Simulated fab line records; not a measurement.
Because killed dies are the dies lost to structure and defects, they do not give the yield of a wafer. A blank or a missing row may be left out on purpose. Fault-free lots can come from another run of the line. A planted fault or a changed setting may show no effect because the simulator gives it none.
Which of the tools did it? | flow gf180mcu | Sampling: 13 lots, 39 wafers, 5 of 602 route steps

WHAT EACH GAUGE READ, for each wafer
GF_V4_OVL_MEAS_15. Usual: V4_OVL gives -3 nm (standard deviation 4.6).
lot  | measured     | on         | V4_OVL (nm) | flag
L780 | day 25 11:18 | overlay-02 | -2 -9 -5    |
L783 | day 26 13:53 | overlay-01 | 2 4 2       |
L784 | day 26 22:36 | overlay-02 | -1 -3 -4    |
L785 | day 27 03:35 | overlay-02 | -16 -10 -9  |
L787 | day 27 19:41 | overlay-02 | -4 -2 -1    |
L791 | day 29 09:53 | overlay-02 | -12 -4 -1   |
L792 | day 29 14:05 | overlay-01 | -8 -11 -6   |
L793 | day 29 16:28 | overlay-02 | 7 -4 3      |
L794 | day 29 20:35 | overlay-01 | -9 -7 0     |
L797 | day 30 14:47 | overlay-02 | -7 -2 -11   |
L798 | day 31 02:23 | overlay-01 | -3 -5 -8    |
L799 | day 31 03:22 | overlay-02 | -10 -2 -7   |
L800 | day 31 06:29 | overlay-02 | -2 -1 -1    |

GF_V4_RS_MEAS_24: measurement is done with a four-point probe. Usual: V4_W_RS gives 0.324 ohm/sq (standard deviation 0.005).
lot  | measured     | on            | V4_W_RS (ohm/sq)  | flag
L780 | day 25 12:14 | film-metro-02 | 0.323 0.316 0.323 |
L783 | day 26 14:50 | film-metro-01 | 0.322 0.332 0.325 |
L784 | day 26 23:33 | film-metro-03 | 0.327 0.327 0.322 |
L785 | day 27 04:29 | film-metro-03 | 0.319 0.329 0.319 |
L787 | day 27 20:37 | film-metro-03 | 0.328 0.324 0.329 |
L791 | day 29 10:50 | film-metro-01 | 0.323 0.322 0.321 |
L792 | day 29 15:02 | film-metro-02 | 0.316 0.314 0.328 |
L793 | day 29 17:27 | film-metro-01 | 0.336 0.318 0.321 |
L794 | day 29 21:35 | film-metro-03 | 0.337 0.335 0.319 |
L797 | day 30 15:47 | film-metro-02 | 0.321 0.326 0.322 |
L798 | day 31 03:17 | film-metro-02 | 0.327 0.328 0.326 |
L799 | day 31 04:17 | film-metro-03 | 0.329 0.317 0.331 |
L800 | day 31 07:24 | film-metro-02 | 0.316 0.330 0.330 |

GF_MIM_THK_MEAS_06. Usual: MIM_CVD_05_THK gives 41.8 nm (standard deviation 0.56).
lot  | measured     | on            | MIM_CVD_05_THK (nm) | flag
L780 | day 25 12:58 | film-metro-04 | 41.9 41.8 42.1      |
L783 | day 26 15:32 | film-metro-04 | 43.4 44.7 44.3      | OFF
L784 | day 27 00:15 | film-metro-04 | 41.8 42.3 41.2      |
L785 | day 27 05:14 | film-metro-04 | 43.1 44.1 44.0      | OFF
L787 | day 27 21:32 | film-metro-01 | 41.7 42.0 42.4      |
L791 | day 29 11:34 | film-metro-01 | 42.6 42.4 43.1      |
L792 | day 29 15:46 | film-metro-04 | 40.6 41.5 41.6      |
L793 | day 29 18:11 | film-metro-04 | 42.8 42.5 41.5      |
L794 | day 29 22:19 | film-metro-04 | 40.7 41.5 41.3      |
L797 | day 30 16:29 | film-metro-04 | 41.6 42.4 42.9      |
L798 | day 31 04:02 | film-metro-04 | 40.8 41.9 41.5      |
L799 | day 31 05:01 | film-metro-01 | 41.7 40.4 41.3      |
L800 | day 31 08:08 | film-metro-01 | 41.2 40.6 42.2      |

GF_M5_OVL_MEAS_08. Usual: M5_OVL gives 2 nm (standard deviation 5.6).
lot  | measured     | on         | M5_OVL (nm) | flag
L780 | day 27 06:49 | overlay-01 | -8 6 -5     |
L783 | day 28 08:07 | overlay-01 | 11 14 8     |
L784 | day 28 16:39 | overlay-02 | -6 -6 -8    |
L785 | day 28 20:43 | overlay-02 | 5 1 1       |
L787 | day 29 12:59 | overlay-01 | 2 -1 3      |
L791 | day 31 01:08 | overlay-02 | 10 8 1      |
L792 | day 31 04:50 | overlay-01 | 4 1 0       |
L793 | day 31 06:41 | overlay-01 | 0 -6 12     |
L794 | day 31 11:12 | overlay-02 | -3 -1 5     |
L797 | day 32 04:11 | overlay-01 | 13 6 17     |
L798 | day 32 13:29 | overlay-02 | 3 11 5      |
L799 | day 32 15:19 | overlay-02 | 5 2 4       |
L800 | day 32 18:52 | overlay-01 | -3 0 3      |

WHAT TOOL EACH LOT RAN ON (gives the tool, then ch and the chambers of the sampled wafers, and finally the start)
lot  | GF_MIM_CVD_05
L780 | pecvd-04 ch 1,2, day 25 12:55
L783 | pecvd-02 ch 1,2, day 26 15:29
L784 | pecvd-04 ch 0,1,2, day 27 00:13
L785 | pecvd-02 ch 0,1, day 27 05:11
L787 | pecvd-01 ch 0,1,2, day 27 21:30
L791 | pecvd-01 ch 0,1,2, day 29 11:31
L792 | pecvd-04 ch 1, day 29 15:43
L793 | pecvd-02 ch 0,1,2, day 29 18:09
L794 | pecvd-04 ch 1,2, day 29 22:16
L797 | pecvd-02 ch 0,1,2, day 30 16:26
L798 | pecvd-04 ch 0,1, day 31 03:59
L799 | pecvd-04 ch 0,1,2, day 31 04:59
L800 | pecvd-04 ch 0,1, day 31 08:06
- GF_MIM_CVD_05: deposits Si3N4, target thk 42 nm, time 29.086 s.

WHAT THE TOOLS THEMSELVES READ (means of the sampled wafers that have a number; where no wafer has one, the mark that the record gives instead)
GF_MIM_CVD_05. Usual: heater-power-outer-w 354 W, standard deviation 66; heater-power-w 626 W, standard deviation 90; rf-fwd-power-W 444.1 W, standard deviation 2.1.
lot  | tool     | heater-power-outer-w (W) | heater-power-w (W) | rf-fwd-power-W (W) | flag
L780 | pecvd-04 | 432                      | 761                | 443.6              |
L783 | pecvd-02 | 271                      | 551                | 514.2              | OFF
L784 | pecvd-04 | 355                      | 641                | 445.2              |
L785 | pecvd-02 | 288                      | 537                | 517.6              | OFF
L787 | pecvd-01 | 382                      | 641                | 443.9              |
L791 | pecvd-01 | 382                      | 616                | 444.6              |
L792 | pecvd-04 | 311                      | 590                | 444.9              |
L793 | pecvd-02 | 321                      | 599                | 443.3              |
L794 | pecvd-04 | 406                      | 708                | 444.0              |
L797 | pecvd-02 | 320                      | 592                | 442.6              |
L798 | pecvd-04 | 378                      | 670                | 444.9              |
L799 | pecvd-04 | 351                      | 628                | 444.9              |
L800 | pecvd-04 | 339                      | 629                | 446.0              |

THE ANSWER, worked out from the rows above alone
Rule: a lot is off if the mean of its wafers that have a number lies more than 3 standard deviations from the usual mean. A lot without any number at a reading at which 4 lots or more have one is off too. Where the step has rows for the other lots, those lots are counted as sound. First the gauges in route order, then the tools' own readings, where a lot's mean is used as printed above. The first step at which some lot is off is used, and at that step the reading that is off furthest; a lot without a number counts as furthest.
Off: L783, L785, seen at GF_MIM_THK_MEAS_06 (MIM_CVD_05_THK).
A tool fits if, at a process step before that reading, it ran every lot that is off, and no sound lot after the first of them. Not tried: the gauges at GF_MIM_THK_MEAS_06; whatever is off there is also off at GF_MIM_CVD_05, on other tools, and gauge error can't account for it. No candidate that was tried fits.

WHAT THE SIMULATOR PUT IN
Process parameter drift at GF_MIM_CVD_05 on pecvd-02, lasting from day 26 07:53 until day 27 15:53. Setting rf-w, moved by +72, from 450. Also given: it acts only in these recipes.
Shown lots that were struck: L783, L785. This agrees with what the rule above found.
